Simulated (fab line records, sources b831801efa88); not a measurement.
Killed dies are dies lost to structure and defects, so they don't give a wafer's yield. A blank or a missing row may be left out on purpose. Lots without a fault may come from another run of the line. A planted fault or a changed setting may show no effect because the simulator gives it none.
Which tool did it? | flow sky130 | 24 lots, 72 wafers sampled, at 4 steps of a route of 708

WHAT THE GAUGES READ, wafer by wafer
SKY_VIA4_THK_MEAS_01.
lot  | measured     | on            | VIA4_HDPCVD_THK (nm)
L074 | day 42 18:38 | film_metro-01 | 1767 1770 1761
L075 | day 42 19:19 | film_metro-04 | 1727 1742 1766
L077 | day 42 19:36 | film_metro-04 | 1750 1754 1753
L076 | day 42 20:32 | film_metro-02 | 1780 1768 1760
L078 | day 44 12:40 | film_metro-04 | 1757 1747 1746
L079 | day 44 12:56 | film_metro-04 | 1749 1789 1742
L081 | day 44 13:19 | film_metro-01 | 1739 1781 1772
L080 | day 44 13:58 | film_metro-04 | 1730 1762 1723
L082 | day 44 15:12 | film_metro-01 | 1757 1764 1743
L084 | day 44 20:28 | film_metro-04 | 1744 1726 1731
L083 | day 44 22:40 | film_metro-01 | 1790 1773 1806
L085 | day 44 23:01 | film_metro-01 | 1769 1739 1780
L086 | day 44 23:50 | film_metro-01 | 1744 1730 1780
L087 | day 45 10:02 | film_metro-01 | 1746 1741 1772
L088 | day 45 18:43 | film_metro-04 | 1766 1789 1734
L089 | day 45 20:08 | film_metro-01 | 1790 1739 1776
L090 | day 46 08:46 | film_metro-01 | 1750 1761 1735
L091 | day 46 11:57 | film_metro-01 | 1764 1789 1773
L092 | day 46 15:33 | film_metro-02 | 1758 1754 1764
L093 | day 47 02:47 | film_metro-01 | 1778 1793 1788
L094 | day 47 06:08 | film_metro-02 | 1753 1776 1760
L095 | day 47 14:33 | film_metro-04 | 1761 1756 1761
L096 | day 47 16:32 | film_metro-01 | 1752 1763 1743
L097 | day 47 22:30 | film_metro-02 | 1772 1760 1747

SKY_METAL5_THK_MEAS_06: measures by xrf.
lot  | measured     | on            | METAL5_ALCU_THK (nm)
L074 | day 43 18:59 | film_metro-03 | 1145 1129 1138
L075 | day 43 19:55 | film_metro-01 | 1121 1121 1110
L077 | day 43 20:32 | film_metro-04 | 1138 1120 1126
L076 | day 43 21:26 | film_metro-04 | 1112 1117 1143
L078 | day 45 12:36 | film_metro-03 | 1148 1132 1102
L079 | day 45 13:27 | film_metro-01 | 1141 1145 1136
L081 | day 45 13:48 | film_metro-03 | 1137 1144 1133
L080 | day 45 14:44 | film_metro-01 | 1157 1151 1126
L082 | day 45 15:13 | film_metro-03 | 1151 1140 1115
L084 | day 45 20:49 | film_metro-04 | 1146 1155 1149
L083 | day 45 22:55 | film_metro-04 | 1150 1120 1152
L085 | day 45 23:34 | film_metro-04 | 1122 1163 1169
L086 | day 45 23:53 | film_metro-01 | 1129 1146 1134
L087 | day 46 10:25 | film_metro-04 | 1156 1143 1132
L088 | day 46 17:22 | film_metro-03 | 1117 1141 1104
L089 | day 46 17:37 | film_metro-03 | 1154 1133 1137
L090 | day 47 08:27 | film_metro-03 | 1130 1143 1138
L091 | day 47 10:41 | film_metro-03 | 1116 1102 1113
L092 | day 47 13:45 | film_metro-03 | 1140 1123 1141
L093 | day 48 00:57 | film_metro-01 | 1115 1121 1123
L094 | day 48 02:43 | film_metro-04 | 1158 1149 1159
L095 | day 48 12:54 | film_metro-01 | 1129 1103 1115
L096 | day 48 15:17 | film_metro-03 | 1147 1124 1118
L097 | day 48 19:16 | film_metro-03 | 1146 1141 1146

WHICH TOOL RAN EACH LOT (tool, then ch and the chambers of the sampled wafers, then the start)
lot  | SKY_CAP2M_STRIP_14                   | SKY_METAL4_DESCUM_15
L074 | plasma_asher-03 ch 0,1, day 41 16:58 | rie_metal-01 ch 0,1, day 42 17:29
L075 | plasma_asher-04 ch 0,1, day 41 17:32 | rie_metal-02 ch 0,1, day 42 18:08
L077 | plasma_asher-03 ch 0,1, day 41 17:52 | rie_metal-03 ch 0,1, day 42 18:22
L076 | plasma_asher-03 ch 0,1, day 41 19:19 | rie_metal-02 ch 0,1, day 42 19:22
L078 | plasma_asher-03 ch 0,1, day 43 11:50 | rie_metal-02 ch 0, day 44 11:26
L079 | plasma_asher-02 ch 0,1, day 43 12:02 | rie_metal-01 ch 0,1, day 44 11:34
L081 | plasma_asher-03 ch 0,1, day 43 12:47 | rie_metal-01 ch 0,1, day 44 12:08
L080 | plasma_asher-03 ch 0,1, day 43 13:41 | rie_metal-01 ch 0,1, day 44 12:46
L082 | plasma_asher-02 ch 0,1, day 43 14:38 | rie_metal-01 ch 1, day 44 13:56
L084 | plasma_asher-04 ch 0,1, day 43 20:14 | rie_metal-02 ch 0, day 44 19:14
L083 | plasma_asher-02 ch 0,1, day 43 22:32 | rie_metal-02 ch 0, day 44 21:26
L085 | plasma_asher-04 ch 0,1, day 43 22:44 | rie_metal-02 ch 0, day 44 21:46
L086 | plasma_asher-03 ch 0,1, day 43 23:40 | rie_metal-03 ch 0,1, day 44 22:44
L087 | plasma_asher-03 ch 0,1, day 44 09:26 | rie_metal-03 ch 0,1, day 45 08:55
L088 | plasma_asher-04 ch 0,1, day 44 19:26 | rie_metal-03 ch 0,1, day 45 17:34
L089 | plasma_asher-04 ch 0,1, day 44 20:41 | rie_metal-03 ch 0,1, day 45 19:02
L090 | plasma_asher-04 ch 0,1, day 45 10:26 | rie_metal-02 ch 0,1, day 46 07:40
L091 | plasma_asher-04 ch 0,1, day 45 13:20 | rie_metal-01 ch 0,1, day 46 10:49
L092 | plasma_asher-04 ch 0,1, day 45 16:53 | rie_metal-02 ch 0,1, day 46 14:25
L093 | plasma_asher-03 ch 0,1, day 46 05:05 | rie_metal-02 ch 0,1, day 47 01:40
L094 | plasma_asher-04 ch 0,1, day 46 08:52 | rie_metal-01 ch 0,1, day 47 04:59
L095 | plasma_asher-04 ch 0,1, day 46 16:05 | rie_metal-02 ch 0,1, day 47 13:16
L096 | plasma_asher-04 ch 0,1, day 46 18:23 | rie_metal-03 ch 0, day 47 15:16
L097 | plasma_asher-02 ch 0,1, day 47 00:08 | rie_metal-03 ch 0,1, day 47 21:10
- SKY_CAP2M_STRIP_14: strips in O2/N2.
- SKY_METAL4_DESCUM_15: chemistry O2, time 8 s.

WHAT THE TOOLS THEMSELVES READ (means of the sampled wafers that have a number; where no wafer has one, the mark that the record gives instead)
SKY_CAP2M_STRIP_14.
lot  | tool            | drypump_motor_current_A (A) | oes_product_au (a.u.) | strip_time_to_endpoint_s (s)
L074 | plasma_asher-03 | 5.57                        | 0.711                 | 12.69
L075 | plasma_asher-04 | 5.97                        | 0.713                 | 12.73
L077 | plasma_asher-03 | 5.56                        | 0.707                 | 12.73
L076 | plasma_asher-03 | 5.56                        | 0.706                 | 12.75
L078 | plasma_asher-03 | 5.51                        | 0.711                 | 12.68
L079 | plasma_asher-02 | 5.67                        | 0.709                 | 12.68
L081 | plasma_asher-03 | 5.60                        | 0.711                 | 12.73
L080 | plasma_asher-03 | 5.50                        | 0.706                 | 12.74
L082 | plasma_asher-02 | 5.69                        | 0.709                 | 12.71
L084 | plasma_asher-04 | 6.00                        | 0.710                 | 12.74
L083 | plasma_asher-02 | 5.75                        | 0.712                 | 12.65
L085 | plasma_asher-04 | 5.79                        | 0.713                 | 12.75
L086 | plasma_asher-03 | 5.57                        | 0.707                 | 12.71
L087 | plasma_asher-03 | 5.49                        | 0.709                 | 12.72
L088 | plasma_asher-04 | 5.98                        | 0.709                 | 12.68
L089 | plasma_asher-04 | 5.78                        | 0.708                 | 12.69
L090 | plasma_asher-04 | 5.79                        | 0.707                 | 12.62
L091 | plasma_asher-04 | 5.78                        | 0.709                 | 12.73
L092 | plasma_asher-04 | 5.78                        | 0.711                 | 12.67
L093 | plasma_asher-03 | 5.50                        | 0.708                 | 12.71
L094 | plasma_asher-04 | 5.78                        | 0.712                 | 12.73
L095 | plasma_asher-04 | 5.97                        | 0.713                 | 12.68
L096 | plasma_asher-04 | 5.79                        | 0.709                 | 12.72
L097 | plasma_asher-02 | 5.72                        | 0.712                 | 12.75

SKY_METAL4_DESCUM_15.
lot  | tool         | drypump_motor_current_A (A) | oes_product_au (a.u.)
L074 | rie_metal-01 | 5.3                         | 0.993
L075 | rie_metal-02 | 6.0                         | 1.005
L077 | rie_metal-03 | 5.8                         | 1.004
L076 | rie_metal-02 | 6.0                         | 1.007
L078 | rie_metal-02 | 6.4                         | 1.003
L079 | rie_metal-01 | 5.3                         | 1.004
L081 | rie_metal-01 | 5.3                         | 1.003
L080 | rie_metal-01 | 5.3                         | 1.009
L082 | rie_metal-01 | 5.3                         | 1.003
L084 | rie_metal-02 | 6.4                         | 1.005
L083 | rie_metal-02 | 6.4                         | 1.017
L085 | rie_metal-02 | 6.3                         | 1.012
L086 | rie_metal-03 | 5.2                         | 1.017
L087 | rie_metal-03 | 5.2                         | 1.006
L088 | rie_metal-03 | 5.7                         | 1.005
L089 | rie_metal-03 | 5.2                         | 0.997
L090 | rie_metal-02 | 6.0                         | 0.994
L091 | rie_metal-01 | 5.3                         | 1.000
L092 | rie_metal-02 | 6.2                         | 0.999
L093 | rie_metal-02 | 6.2                         | 1.000
L094 | rie_metal-01 | 5.3                         | 0.995
L095 | rie_metal-02 | 6.2                         | 1.005
L096 | rie_metal-03 | 4.7                         | 1.014
L097 | rie_metal-03 | 5.8                         | 1.004

THE ANSWER, worked out from the rows above alone
Rule: what is usual is taken from the lots themselves. Put in order of their means at a reading, lots are off if they are a third of the lots or fewer, leave a main group of 4 or more, and stand apart from it by a gap of 3 or more times the standard deviation of the main group's means; of several such gaps the widest counts. A main group whose means are all the same, to the digits that the tables above print for the reading, isn't used. A lot without any number at a reading at which 4 lots or more have one is off too. The other lots that the step has rows for count as sound. The gauges are gone through in route order, then the tools' own readings, and for those a lot's mean is taken as printed above. The first step at which some lot is off is used, and at that step the reading that is off furthest; a lot without a number counts as furthest.
No lot is off at any reading shown: from this, nothing can be told.

WHAT THE SIMULATOR HAD PUT IN
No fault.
